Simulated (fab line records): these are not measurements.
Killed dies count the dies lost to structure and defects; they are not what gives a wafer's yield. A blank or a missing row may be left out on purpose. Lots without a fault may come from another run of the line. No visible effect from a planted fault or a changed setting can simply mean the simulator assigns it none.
Which of the tools did it? :: flow sky130 :: 36 wafers from 12 lots sampled at 3 of the route's 708 steps

## WHAT EACH GAUGE READ, for each wafer
SKY_LDD_N_OVL_MEAS_07. Usual: LDD_N_OVL typically reads 0.2 nm, with standard deviation 1.8.
lot: L293
measured: day 18 05:27
on: overlay-01
LDD_N_OVL (nm): -1.0 0.7 -2.7
flag: 

lot: L295
measured: day 18 11:44
on: overlay-02
LDD_N_OVL (nm): -2.2 -1.6 -1.6
flag: 

lot: L296
measured: day 19 06:31
on: overlay-01
LDD_N_OVL (nm): 2.2 1.3 1.3
flag: 

lot: L305
measured: day 22 13:42
on: overlay-01
LDD_N_OVL (nm): 1.6 1.1 -0.5
flag: 

lot: L306
measured: day 22 21:52
on: overlay-01
LDD_N_OVL (nm): 3.5 1.9 0.5
flag: 

lot: L307
measured: day 23 01:47
on: overlay-02
LDD_N_OVL (nm): 0.7 -1.5 0.8
flag: 

lot: L309
measured: day 23 18:30
on: overlay-02
LDD_N_OVL (nm): 0.1 0.5 -0.3
flag: 

lot: L310
measured: day 24 02:22
on: overlay-02
LDD_N_OVL (nm): 4.0 1.8 1.8
flag: 

lot: L312
measured: day 24 21:05
on: overlay-02
LDD_N_OVL (nm): 0.9 0.0 -0.3
flag: 

lot: L313
measured: day 25 01:48
on: overlay-02
LDD_N_OVL (nm): -1.3 -2.5 -1.0
flag: 

lot: L315
measured: day 25 18:00
on: overlay-01
LDD_N_OVL (nm): -0.3 0.2 1.0
flag: 

lot: L316
measured: day 26 02:35
on: overlay-02
LDD_N_OVL (nm): -3.3 0.3 -2.6
flag: 

## WHAT TOOL EACH LOT RAN ON (gives the tool, then ch and the chambers of the sampled wafers, and finally the start)
lot: L293
SKY_GATE_OXIDE_STRIP_13: plasma asher-04 ch 0,1, day 14 05:20
SKY_POLY_GATE_STRIP_18: plasma asher-01 ch 0,1, day 16 20:30

lot: L295
SKY_GATE_OXIDE_STRIP_13: plasma asher-02 ch 0,1, day 14 13:47
SKY_POLY_GATE_STRIP_18: plasma asher-02 ch 0,1, day 17 05:32

lot: L296
SKY_GATE_OXIDE_STRIP_13: plasma asher-04 ch 1, day 15 03:02
SKY_POLY_GATE_STRIP_18: plasma asher-03 ch 0,1, day 17 19:08

lot: L305
SKY_GATE_OXIDE_STRIP_13: plasma asher-04 ch 0,1, day 18 08:42
SKY_POLY_GATE_STRIP_18: plasma asher-03 ch 1, day 21 05:10

lot: L306
SKY_GATE_OXIDE_STRIP_13: plasma asher-03 ch 1, day 18 17:27
SKY_POLY_GATE_STRIP_18: plasma asher-02 ch 0,1, day 21 14:07

lot: L307
SKY_GATE_OXIDE_STRIP_13: plasma asher-03 ch 0, day 18 22:53
SKY_POLY_GATE_STRIP_18: plasma asher-03 ch 0,1, day 21 18:40

lot: L309
SKY_GATE_OXIDE_STRIP_13: plasma asher-02 ch 0,1, day 19 14:03
SKY_POLY_GATE_STRIP_18: plasma asher-02 ch 0,1, day 22 10:27

lot: L310
SKY_GATE_OXIDE_STRIP_13: plasma asher-04 ch 0,1, day 19 23:41
SKY_POLY_GATE_STRIP_18: plasma asher-02 ch 0,1, day 22 19:09

lot: L312
SKY_GATE_OXIDE_STRIP_13: plasma asher-02 ch 0,1, day 20 17:46
SKY_POLY_GATE_STRIP_18: plasma asher-03 ch 0,1, day 23 13:23

lot: L313
SKY_GATE_OXIDE_STRIP_13: plasma asher-03 ch 0,1, day 21 00:35
SKY_POLY_GATE_STRIP_18: plasma asher-01 ch 0,1, day 23 18:59

lot: L315
SKY_GATE_OXIDE_STRIP_13: plasma asher-02 ch 0,1, day 21 18:35
SKY_POLY_GATE_STRIP_18: plasma asher-03 ch 0,1, day 24 11:48

lot: L316
SKY_GATE_OXIDE_STRIP_13: plasma asher-04 ch 0,1, day 22 00:20
SKY_POLY_GATE_STRIP_18: plasma asher-02 ch 0,1, day 24 18:28
- SKY_GATE_OXIDE_STRIP_13: strips in O2/N2.
- SKY_POLY_GATE_STRIP_18: strips in O2/N2.

## WHAT THE TOOLS THEMSELVES READ (means of the sampled wafers that have a number; where no wafer has one, the mark that the record gives instead)
SKY_GATE_OXIDE_STRIP_13. Usual: drypump motor current A 5.7 A, standard deviation 0.34; n2 flow sccm 300.0 sccm, standard deviation 1; o2 flow sccm 3001 sccm, standard deviation 8.8; oes product au 0.715 a.u., standard deviation 0.0044; strip time to endpoint s 14.18 s, standard deviation 0.038.
lot: L293
tool: plasma asher-04
drypump motor current A (A): 5.3
n2 flow sccm (sccm): 299.9
o2 flow sccm (sccm): 3006
oes product au (a.u.): 0.714
strip time to endpoint s (s): 14.20
flag: 

lot: L295
tool: plasma asher-02
drypump motor current A (A): 5.8
n2 flow sccm (sccm): 300.7
o2 flow sccm (sccm): 3010
oes product au (a.u.): 0.719
strip time to endpoint s (s): 14.21
flag: 

lot: L296
tool: plasma asher-04
drypump motor current A (A): 5.0
n2 flow sccm (sccm): 300.1
o2 flow sccm (sccm): 2998
oes product au (a.u.): 0.711
strip time to endpoint s (s): 14.22
flag: 

lot: L305
tool: plasma asher-04
drypump motor current A (A): 5.5
n2 flow sccm (sccm): 300.7
o2 flow sccm (sccm): 3004
oes product au (a.u.): 0.712
strip time to endpoint s (s): 14.26
flag: 

lot: L306
tool: plasma asher-03
drypump motor current A (A): 5.9
n2 flow sccm (sccm): 300.1
o2 flow sccm (sccm): 2998
oes product au (a.u.): 0.715
strip time to endpoint s (s): 14.16
flag: 

lot: L307
tool: plasma asher-03
drypump motor current A (A): 5.9
n2 flow sccm (sccm): 300.1
o2 flow sccm (sccm): 3001
oes product au (a.u.): 0.718
strip time to endpoint s (s): 14.19
flag: 

lot: L309
tool: plasma asher-02
drypump motor current A (A): 5.9
n2 flow sccm (sccm): 300.0
o2 flow sccm (sccm): 3010
oes product au (a.u.): 0.717
strip time to endpoint s (s): 14.17
flag: 

lot: L310
tool: plasma asher-04
drypump motor current A (A): 5.2
n2 flow sccm (sccm): 299.7
o2 flow sccm (sccm): 2999
oes product au (a.u.): 0.715
strip time to endpoint s (s): 14.18
flag: 

lot: L312
tool: plasma asher-02
drypump motor current A (A): 5.8
n2 flow sccm (sccm): 299.3
o2 flow sccm (sccm): 2998
oes product au (a.u.): 0.712
strip time to endpoint s (s): 14.14
flag: 

lot: L313
tool: plasma asher-03
drypump motor current A (A): 6.0
n2 flow sccm (sccm): 300.7
o2 flow sccm (sccm): 2998
oes product au (a.u.): 0.719
strip time to endpoint s (s): 14.18
flag: 

lot: L315
tool: plasma asher-02
drypump motor current A (A): 5.9
n2 flow sccm (sccm): 301.1
o2 flow sccm (sccm): 3003
oes product au (a.u.): 0.713
strip time to endpoint s (s): 14.17
flag: 

lot: L316
tool: plasma asher-04
drypump motor current A (A): 5.5
n2 flow sccm (sccm): 300.8
o2 flow sccm (sccm): 3005
oes product au (a.u.): 0.712
strip time to endpoint s (s): 14.19
flag: 

SKY_POLY_GATE_STRIP_18. Usual: drypump motor current A 5.87 A, standard deviation 0.11; n2 flow sccm 300.2 sccm, standard deviation 0.81; o2 flow sccm 3000 sccm, standard deviation 9.7; oes product au 0.360 a.u., standard deviation 0.0049; strip time to endpoint s 3.14 s, standard deviation 0.052.
lot: L293
tool: plasma asher-01
drypump motor current A (A): 5.83
n2 flow sccm (sccm): 299.5
o2 flow sccm (sccm): 2996
oes product au (a.u.): 0.356
strip time to endpoint s (s): 3.10
flag: 

lot: L295
tool: plasma asher-02
drypump motor current A (A): 5.91
n2 flow sccm (sccm): 299.9
o2 flow sccm (sccm): 3000
oes product au (a.u.): 0.359
strip time to endpoint s (s): 3.17
flag: 

lot: L296
tool: plasma asher-03
drypump motor current A (A): 5.93
n2 flow sccm (sccm): 300.6
o2 flow sccm (sccm): 3006
oes product au (a.u.): 0.358
strip time to endpoint s (s): 3.13
flag: 

lot: L305
tool: plasma asher-03
drypump motor current A (A): 5.85
n2 flow sccm (sccm): 300.5
o2 flow sccm (sccm): 3017
oes product au (a.u.): 0.357
strip time to endpoint s (s): 3.10
flag: 

lot: L306
tool: plasma asher-02
drypump motor current A (A): 5.81
n2 flow sccm (sccm): 300.2
o2 flow sccm (sccm): 2994
oes product au (a.u.): 0.356
strip time to endpoint s (s): 3.12
flag: 

lot: L307
tool: plasma asher-03
drypump motor current A (A): 5.90
n2 flow sccm (sccm): 299.9
o2 flow sccm (sccm): 3002
oes product au (a.u.): 0.361
strip time to endpoint s (s): 3.12
flag: 

lot: L309
tool: plasma asher-02
drypump motor current A (A): 5.91
n2 flow sccm (sccm): 300.2
o2 flow sccm (sccm): 3009
oes product au (a.u.): 0.356
strip time to endpoint s (s): 3.10
flag: 

lot: L310
tool: plasma asher-02
drypump motor current A (A): 5.80
n2 flow sccm (sccm): 299.5
o2 flow sccm (sccm): 3012
oes product au (a.u.): 0.358
strip time to endpoint s (s): 3.14
flag: 

lot: L312
tool: plasma asher-03
drypump motor current A (A): 5.90
n2 flow sccm (sccm): 300.1
o2 flow sccm (sccm): 2997
oes product au (a.u.): 0.360
strip time to endpoint s (s): 3.20
flag: 

lot: L313
tool: plasma asher-01
drypump motor current A (A): 5.84
n2 flow sccm (sccm): 299.8
o2 flow sccm (sccm): 3004
oes product au (a.u.): 0.357
strip time to endpoint s (s): 3.07
flag: 

lot: L315
tool: plasma asher-03
drypump motor current A (A): 5.93
n2 flow sccm (sccm): 300.5
o2 flow sccm (sccm): 2996
oes product au (a.u.): 0.361
strip time to endpoint s (s): 3.14
flag: 

lot: L316
tool: plasma asher-02
drypump motor current A (A): 5.92
n2 flow sccm (sccm): 300.3
o2 flow sccm (sccm): 2998
oes product au (a.u.): 0.364
strip time to endpoint s (s): 3.18
flag: 

## THE ANSWER, worked out from the rows above alone
Rule: a lot counts as off when the mean over its wafers that have a number is more than 3 standard deviations away from the usual mean. A lot without any number at a reading at which 4 lots or more have one is off too. Any other lot the step has rows for is counted as sound. First the gauges in route order, then the tools' own readings, where a lot's mean is used as printed above. At the first step where some lot is off, the reading lying furthest off is the one used; lots without a number count as furthest.
Across all readings shown, no lot is off: no conclusion can be drawn from this.

## WHAT THE SIMULATOR PUT IN
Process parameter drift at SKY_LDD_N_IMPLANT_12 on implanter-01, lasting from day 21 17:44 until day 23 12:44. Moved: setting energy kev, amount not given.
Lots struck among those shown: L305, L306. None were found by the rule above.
